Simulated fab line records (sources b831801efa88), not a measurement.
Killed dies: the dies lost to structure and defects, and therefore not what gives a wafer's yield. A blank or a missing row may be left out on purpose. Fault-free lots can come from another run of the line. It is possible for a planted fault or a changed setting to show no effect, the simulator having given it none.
Which of the tools did it? | flow gf180mcu | 10 lots, 30 wafers sampled, at 5 steps of a route of 602

== WHAT THE GAUGES READ, wafer by wafer ==
GF_M3_RS_MEAS_05: the measuring method here is four-point-probe.
lot  | measured     | on           | M3_ALCU_RS (ohm/sq)
L301 | day 20 22:59 | filmMetro-02 | 0.0697 0.0701 0.0708
L304 | day 22 04:12 | filmMetro-04 | 0.0705 0.0699 0.0707
L305 | day 22 18:40 | filmMetro-02 | 0.0693 0.0699 0.0696
L307 | day 23 08:37 | filmMetro-02 | 0.0700 0.0698 0.0701
L309 | day 24 02:42 | filmMetro-04 | 0.0696 0.0693 0.0698
L311 | day 24 21:08 | filmMetro-04 | 0.0693 0.0696 0.0693
L312 | day 25 10:25 | filmMetro-02 | 0.0696 0.0580 0.0582
L317 | day 26 21:29 | filmMetro-02 | 0.0705 0.0704 0.0701
L320 | day 27 12:50 | filmMetro-02 | 0.0686 0.0681 0.0689
L322 | day 28 01:15 | filmMetro-04 | 0.0683 0.0687 0.0688

== WHICH TOOL RAN EACH LOT (tool, then ch and the chambers of the sampled wafers, then the start) ==
lot  | GF_V2_CMP_04                  | GF_V2_ETCH_16                     | GF_M3_SPUTTER_02            | GF_M3_SPUTTER_04
L301 | cmp-01 ch 0,1,3, day 19 20:02 | rieDiel-01 ch 0,1,3, day 20 21:24 | pvdSputter-03, day 20 22:54 | pvdSputter-03, day 20 22:57
L304 | cmp-01 ch 2,3, day 21 02:20   | rieDiel-03 ch 0,1,3, day 22 02:38 | pvdSputter-02, day 22 04:07 | pvdSputter-02, day 22 04:10
L305 | cmp-01 ch 0,2,3, day 21 18:02 | rieDiel-03 ch 1,2,3, day 22 17:03 | pvdSputter-02, day 22 18:33 | pvdSputter-02, day 22 18:36
L307 | cmp-02 ch 0,1,2, day 22 07:35 | rieDiel-01 ch 0,1,3, day 23 06:59 | pvdSputter-02, day 23 08:32 | pvdSputter-02, day 23 08:35
L309 | cmp-01 ch 0,1,2, day 23 02:09 | rieDiel-01 ch 0,1,2, day 24 01:05 | pvdSputter-02, day 24 02:34 | pvdSputter-02, day 24 02:37
L311 | cmp-01 ch 0,1,2, day 23 20:49 | rieDiel-04 ch 0,3, day 24 19:28   | pvdSputter-02, day 24 21:03 | pvdSputter-02, day 24 21:06
L312 | cmp-01 ch 1,2, day 24 10:05   | rieDiel-03 ch 0,3, day 25 08:43   | pvdSputter-02, day 25 10:19 | pvdSputter-02, day 25 10:22
L317 | cmp-02 ch 1,3, day 25 22:52   | rieDiel-03 ch 1,3, day 26 19:51   | pvdSputter-03, day 26 21:22 | pvdSputter-03, day 26 21:25
L320 | cmp-02 ch 0,1,2, day 26 14:37 | rieDiel-01 ch 1,2,3, day 27 11:13 | pvdSputter-04, day 27 12:43 | pvdSputter-04, day 27 12:46
L322 | cmp-02 ch 0,1,3, day 27 02:37 | rieDiel-04 ch 0,1,3, day 27 23:36 | pvdSputter-04, day 28 01:10 | pvdSputter-04, day 28 01:13
- GF_V2_CMP_04: polishes SiO2.
- GF_V2_ETCH_16: etches BARC in N2/H2.
- GF_M3_SPUTTER_02: material AlCu, target thk 450 nm, time 23.9 s.
- GF_M3_SPUTTER_04: material TiN, target thk 50 nm, time 41.7 s.

== THE ANSWER, worked out from the rows above alone ==
Rule: the usual values come from the lots themselves. The widest of any qualifying gaps counts: lots, ordered by their means at a reading, are off when they make up no more than a third of the lots, leave a main group of 4 or more, and stand apart from it by 3 or more times the standard deviation of that group's means. The tables above print the reading to a certain number of digits; a main group whose means all agree to those digits is not used. A lot without any number at a reading at which 4 lots or more have one is off too. All remaining lots with rows at the step are treated as sound.
Off: L312, seen at GF_M3_RS_MEAS_05 (M3_ALCU_RS). Main group: mean 0.0696 ohm/sq, sd 0.00065.
A tool fits if, at a process step before that reading, it ran every lot that is off, and no sound lot after the first of them. Gauges at GF_M3_RS_MEAS_05: tried the same way as those tools. This does not decide it: 2 tools fit, namely cmp-01 at GF_V2_CMP_04 and pvdSputter-02 at GF_M3_SPUTTER_02 and GF_M3_SPUTTER_04.

== WHAT THE SIMULATOR PUT IN ==
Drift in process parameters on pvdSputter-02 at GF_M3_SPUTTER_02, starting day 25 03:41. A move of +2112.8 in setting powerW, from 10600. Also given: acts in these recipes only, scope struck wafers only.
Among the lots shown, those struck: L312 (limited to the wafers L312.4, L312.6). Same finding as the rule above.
